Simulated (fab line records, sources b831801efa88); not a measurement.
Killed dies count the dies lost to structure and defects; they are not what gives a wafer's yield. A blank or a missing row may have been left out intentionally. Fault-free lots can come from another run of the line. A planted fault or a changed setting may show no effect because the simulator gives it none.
Which tool did it? | flow sky130 | 6 lots, 18 wafers sampled, at 2 steps of a route of 708

== WHAT THE GAUGES READ, wafer by wafer ==
SKY_POLY_GATE_THK_MEAS_21.
lot  | measured     | on            | POLY_GATE_OXIDATION_THK (nm)
L855 | day 19 12:44 | film-metro-02 | 3.78 3.79 3.75
L860 | day 20 14:46 | film-metro-01 | 3.97 3.88 3.98
L865 | day 22 04:19 | film-metro-04 | 3.91 3.96 4.00
L867 | day 22 23:16 | film-metro-01 | 3.93 3.91 3.97
L871 | day 24 03:30 | film-metro-01 | 4.11 4.06 4.05
L873 | day 24 18:12 | film-metro-04 | 3.91 3.98 3.90

== EACH LOT AND THE TOOL THAT RAN IT (in order: tool; ch and the chambers of the sampled wafers; start) ==
lot  | SKY_POLY_GATE_ETCH_17
L855 | rie-si-01 ch 0,3, day 19 11:15
L860 | rie-si-02 ch 1,2,3, day 20 12:14
L865 | rie-si-01 ch 0,1,3, day 22 02:52
L867 | rie-si-01 ch 0,2, day 22 21:45
L871 | rie-si-01 ch 0,1,2, day 24 02:03
L873 | rie-si-01 ch 0,1, day 24 16:44
- SKY_POLY_GATE_ETCH_17: etches poly-Si in HBr/Cl2, stops on SiO2, target depth 180 nm, time 70.5 s.

== THE ANSWER, worked out from the rows above alone ==
Rule: what is usual is taken from the lots themselves. Put in order of their means at a reading, lots are off if they are a third of the lots or fewer, leave a main group of 4 or more, and stand apart from it by a gap of 3 or more times the standard deviation of the main group's means; of several such gaps the widest counts. A main group is skipped when, at the precision printed for the reading in the tables above, its means are all equal. Also off: a lot with no number at a reading for which 4 or more lots have one. Any other lot the step has rows for is counted as sound.
None of the lots is off at any reading shown; this tells nothing.

== WHAT THE SIMULATOR PUT IN ==
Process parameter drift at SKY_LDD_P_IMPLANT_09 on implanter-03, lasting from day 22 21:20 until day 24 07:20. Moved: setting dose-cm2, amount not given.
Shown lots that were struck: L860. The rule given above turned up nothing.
